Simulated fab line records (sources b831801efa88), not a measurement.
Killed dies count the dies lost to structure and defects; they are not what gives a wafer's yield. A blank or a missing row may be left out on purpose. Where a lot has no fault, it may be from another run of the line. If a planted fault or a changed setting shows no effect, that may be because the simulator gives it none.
Chamber matching ; flow gf180mcu ; GF_POLY_GATE_ETCH_13 on rie_si-01: 4 sister chambers
The step etches poly-Si in HBr/Cl2, stops on SiO2, target depth 198.5 nm, time 69.6 s. 14 wafers are shown with their chamber, then 7 later ones without.

== WAFERS WITH THEIR CHAMBER ==
wafer;chamber;drypump_motor_current_A (A);oes_product_au (a.u.);throttle_valve_pct (%)
L681.1;3;6.0;0.994;33.680
L681.4;0;5.3;0.996;33.690
L681.5;1;5.2;0.982;33.691
L684.1;1;5.2;0.981;33.690
L684.3;0;5.3;0.992;33.666
L684.6;1;5.2;0.985;33.685
L692.1;3;6.0;0.997;33.680
L692.3;1;5.2;0.996;33.698
L692.6;1;5.2;0.995;33.676
L693.3;2;5.7;0.985;33.683
L693.4;3;6.1;0.998;33.687
L693.5;0;5.3;0.997;33.674
L699.2;0;5.3;0.982;33.694
L699.4;1;5.2;0.987;33.704

SIGNATURES (averages over the wafers above)
reading;chamber 0;chamber 1;chamber 2;chamber 3;scatter within a chamber
drypump_motor_current_A;5.300;5.200;5.700;6.033;0.0258
oes_product_au;0.99175;0.98767;0.98500;0.99633;0.00597
throttle_valve_pct;33.68100;33.69067;33.68300;33.68233;0.0102
Rule: for each reading, subtract the chamber's mean from the wafer's reading, divide by that reading's scatter and square the result; add these up over the readings and take the root, which gives the wafer's distance from the chamber. The wafer belongs to the nearest chamber; if the next one is less than 2 further off, it can't be placed. The scatter: take each reading less its chamber's mean, square it, sum over the shown wafers, divide by the number of wafers less the number of chambers, and take the root.

== WAFERS WITH NO CHAMBER GIVEN ==
wafer;drypump_motor_current_A (A);oes_product_au (a.u.);throttle_valve_pct (%)
L699.6;5.7;0.982;33.704
L701.1;5.3;1.000;33.682
L701.5;5.2;0.992;33.697
L701.6;5.3;0.993;33.697
L703.2;5.3;0.996;33.674
L703.3;5.3;0.991;33.689
L703.4;5.7;0.993;33.694

== EACH ONE'S CHAMBER ==
wafer;from the rows above;in truth
L699.6;2;2
L701.1;0;0
L701.5;1;1
L701.6;0;0
L703.2;0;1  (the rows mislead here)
L703.3;0;0
L703.4;2;2
6 of 7 placed correctly. Not placeable from these rows: 0. Placed wrongly: 1.
